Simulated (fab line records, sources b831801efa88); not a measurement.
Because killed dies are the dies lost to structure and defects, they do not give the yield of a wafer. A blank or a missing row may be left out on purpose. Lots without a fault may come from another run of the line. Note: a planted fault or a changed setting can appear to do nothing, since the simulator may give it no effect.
Comparing a struck lot with a sound one / flow gf180mcu / 15 out of 602 route steps
Sound: the wafers L640.1, L640.4, L640.6. Struck: wafer L653.3 (L653.1, L653.5, from the same lot, were not struck and are left out); the cause is given at the end.
Per side, at each step with rows, come the tool, then ch with its chambers, and then its first start. Under that, the readings that differ: sound wafers / struck wafers / difference of the means / sigmas: that difference in standard deviations of wafers without a fault.
alike: same words and numbers on both sides, and readings whose means sit less than 2 such deviations apart. not compared: any withheld reading, any reading some wafer has no value for, any bound like >300 that may hide the same value, and any number with overlapping values for which the record gives no deviation.
Wherever a step has rows on one side only, a row that says differs or no value, or a row with sigmas, the two part there. Non-overlapping numbers with no deviation appear without sigmas and do not part them. Lack of a reading on every wafer of one side parts them only where that side has two or more wafers.

first, 5 steps without rows for these wafers: GF_V3_COAT_09 (resist thk 1000 nm); GF_V3_SOFTBAKE_10 (time 60 s); GF_V3_EXPOSE_11 (exposes mask Via3, target cd 260 nm); GF_V3_PEB_12 (peb time 90 s); GF_V3_DEVELOP_13 (develop time 60 s).
GF_V3_CD_MEAS_14: target cd 260 nm.
  sound on cdSem-02, day 22 17:35; struck on cdSem-01, day 26 14:20
  alike: cdNm
GF_V3_OVL_MEAS_15:
  sound on overlay-02, day 22 17:42; struck on overlay-01, day 26 14:27
  alike: V3_OVL
GF_V3_ETCH_16: etches BARC in N2/H2.
  sound on rieDiel-03 ch 0,1,2, day 22 17:44; struck on rieDiel-01 ch 0, day 26 14:29
  alike: drypumpMotorCurrentA, n2FlowSccm, oesProductAu, throttleValvePct
GF_V3_ETCH_17: etches SiO2 in C4F8/O2/Ar, stops on TiN, target depth 635 nm.
  sound: rieDiel-03 ch 0,1,2; struck: rieDiel-01 ch 0
  alike: oesProductAu
GF_V3_STRIP_18: strips in O2/N2.
  sound on plasmaAsher-04 ch 0,1, day 22 17:52; struck on plasmaAsher-03 ch 0, day 26 14:37
reading=drypumpMotorCurrentA (A); sound=6.1 6.1 6.0; struck=5.1; difference=-1.0; sigmas=-3
reading=heaterPowerW (W); sound=326 329 325; struck=406; difference=+79; sigmas=+3
  alike: n2FlowSccm, oesProductAu
  not compared: rfHoursCounterH
then, 2 steps without rows for these wafers: GF_V3_STRIP_19 (strips in post etch residue remover, time 1200 s); GF_V3_CLEAN_20 (cleans in DIW).
GF_V3_SPUTTER_21: material Ti, target thk 15 nm, time 80.02 s.
  sound on pvdSputter-03, day 22 18:24; struck on pvdSputter-03, day 26 15:09
reading=cathodeDcPowerW (W); sound=2500.5 2498.6 2499.7; struck=2973.5; difference=+473.9; sigmas=+99 or more
reading=model.Ti_of_V3_SPUTTER_21.thkNm (nm); sound=15.08 15.01 15.04; struck=17.72; difference=+2.68; sigmas=
  alike: throttleValvePct
GF_V3_SPUTTER_22: material TiN, target thk 10 nm, time 40 s.
  sound on pvdSputter-03, day 22 18:28; struck on pvdSputter-03, day 26 15:13
  alike: cathodeDcPowerW, throttleValvePct
GF_PASSIVATION_PROBE_99:
  the record has rows for the sound wafers here (prober-02, day 29 06:58) and none for the struck ones

== WHERE THEY PART ==
First at GF_V3_STRIP_18; last, within this record, at GF_PASSIVATION_PROBE_99.

WHY: what had been put in by the simulator
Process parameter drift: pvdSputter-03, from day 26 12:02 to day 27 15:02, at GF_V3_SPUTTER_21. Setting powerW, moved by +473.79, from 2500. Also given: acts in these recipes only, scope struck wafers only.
